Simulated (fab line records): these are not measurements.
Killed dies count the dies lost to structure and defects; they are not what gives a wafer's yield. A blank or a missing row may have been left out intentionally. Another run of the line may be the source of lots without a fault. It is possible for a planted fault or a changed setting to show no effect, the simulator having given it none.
Which tool did it? -- flow sky130 -- 11 lots with 33 wafers sampled at 3 steps, on a route of 708 steps

## WHAT THE GAUGES READ, wafer by wafer
SKY_VIA2_THK_MEAS_23: measures by xrf.
lot,measured,on,VIA2_W_THK (nm)
L764,day 36 11:38,film metro-03,405 417 405
L765,day 38 03:35,film metro-04,415 415 420
L769,day 38 08:13,film metro-04,419 410 411
L772,day 38 23:29,film metro-01,405 407 409
L773,day 39 11:43,film metro-01,404 408 407
L774,day 40 00:38,film metro-04,419 417 432
L777,day 40 15:21,film metro-01,405 414 406
L779,day 41 07:19,film metro-01,404 413 403
L781,day 42 01:35,film metro-01,417 422 410
L783,day 42 13:29,film metro-03,410 410 423
L785,day 42 16:55,film metro-01,409 417 409

## EACH LOT AND THE TOOL THAT RAN IT (in order: tool; ch and the chambers of the sampled wafers; start)
lot,SKY_METAL2_DESCUM_17,SKY_METAL2_ETCH_18
L764,"rie metal-04 ch 0,1, day 35 06:55","rie metal-04 ch 0,1, day 35 06:57"
L765,"rie metal-02 ch 0, day 36 22:55","rie metal-02 ch 0, day 36 22:57"
L769,"rie metal-04 ch 0,1, day 37 03:35","rie metal-04 ch 0,1, day 37 03:38"
L772,"rie metal-02 ch 0,1, day 37 19:23","rie metal-02 ch 0,1, day 37 19:26"
L773,"rie metal-02 ch 0,1, day 38 08:16","rie metal-02 ch 0,1, day 38 08:17"
L774,"rie metal-02 ch 0,1, day 38 21:13","rie metal-02 ch 0,1, day 38 21:14"
L777,"rie metal-04 ch 1, day 39 13:03","rie metal-04 ch 1, day 39 13:08"
L779,"rie metal-01 ch 0,1, day 40 02:36","rie metal-01 ch 0,1, day 40 02:38"
L781,"rie metal-02 ch 0,1, day 40 23:43","rie metal-02 ch 0,1, day 40 23:44"
L783,"rie metal-01 ch 0,1, day 41 11:37","rie metal-01 ch 0,1, day 41 11:39"
L785,"rie metal-01 ch 0,1, day 41 15:36","rie metal-01 ch 0,1, day 41 15:38"
- SKY_METAL2_DESCUM_17: chemistry O2, time 8 s.
- SKY_METAL2_ETCH_18: etches BARC in N2/H2, stops on SiO2, time 45.9 s, target depth 60 nm.

## THE ANSWER, worked out from the rows above alone
Rule: what is usual is taken from the lots themselves. The widest of any qualifying gaps counts: lots, ordered by their means at a reading, are off when they make up no more than a third of the lots, leave a main group of 4 or more, and stand apart from it by 3 or more times the standard deviation of that group's means. The tables above print the reading to a certain number of digits; a main group whose means all agree to those digits is not used. A lot without any number at a reading at which 4 lots or more have one is off too. All remaining lots with rows at the step are treated as sound.
No lot is off at any reading shown: from this, nothing can be told.

## WHAT THE SIMULATOR HAD INSERTED
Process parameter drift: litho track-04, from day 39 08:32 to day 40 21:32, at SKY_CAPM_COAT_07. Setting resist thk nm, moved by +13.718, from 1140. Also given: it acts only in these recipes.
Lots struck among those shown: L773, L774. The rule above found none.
